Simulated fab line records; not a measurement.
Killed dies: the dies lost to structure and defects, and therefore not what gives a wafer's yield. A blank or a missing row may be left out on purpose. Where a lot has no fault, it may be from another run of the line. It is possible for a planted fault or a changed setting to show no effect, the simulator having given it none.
Which tool is to blame?    flow sky130    12 lots with 36 wafers sampled at 2 steps, on a route of 708 steps

== WHAT THE GAUGES SHOWED, per wafer ==
SKY_VIA3_BOW_MEAS_03.
lot   measured      on             VIA3_BOW (um)
L075  day 38 20:20  film metro-01  85 82 86
L077  day 39 09:24  film metro-04  79 85 79
L079  day 40 01:49  film metro-04  87 76 82
L081  day 40 16:53  film metro-04  77 82 69
L083  day 41 12:01  film metro-02  89 84 79
L085  day 41 21:05  film metro-01  79 79 78
L087  day 42 14:04  film metro-04  73 77 80
L089  day 43 04:38  film metro-02  78 86 80
L092  day 43 22:05  film metro-04  87 81 78
L093  day 44 05:23  film metro-04  79 78 69
L095  day 44 16:59  film metro-01  66 67 76
L097  day 45 02:50  film metro-01  75 79 87

== EACH LOT AND THE TOOL THAT RAN IT (in order: tool; ch and the chambers of the sampled wafers; start) ==
lot   SKY_VIA3_CMP_02
L075  cmp-01 ch 0,1,2, day 38 20:01
L077  cmp-01 ch 0,1,3, day 39 09:12
L079  cmp-02 ch 1,2,3, day 40 01:37
L081  cmp-01 ch 0,1,2, day 40 16:41
L083  cmp-01 ch 1,2, day 41 11:43
L085  cmp-02 ch 0,1,2, day 41 20:47
L087  cmp-01 ch 0,2, day 42 13:47
L089  cmp-01 ch 0,1, day 43 04:19
L092  cmp-01 ch 0,1,3, day 43 21:44
L093  cmp-01 ch 0,1,2, day 44 05:04
L095  cmp-02 ch 0,2,3, day 44 16:47
L097  cmp-02 ch 2,3, day 45 02:32
- SKY_VIA3_CMP_02: polishes SiO2.

== THE ANSWER, worked out from the rows above alone ==
Rule: what is usual is taken from the lots themselves. The widest of any qualifying gaps counts: lots, ordered by their means at a reading, are off when they make up no more than a third of the lots, leave a main group of 4 or more, and stand apart from it by 3 or more times the standard deviation of that group's means. A main group whose means are all the same, to the digits that the tables above print for the reading, isn't used. A lot without any number at a reading at which 4 lots or more have one is off too. Any other lot the step has rows for is counted as sound.
None of the lots is off at any reading shown; this tells nothing.

== WHAT THE SIMULATOR HAD PUT IN ==
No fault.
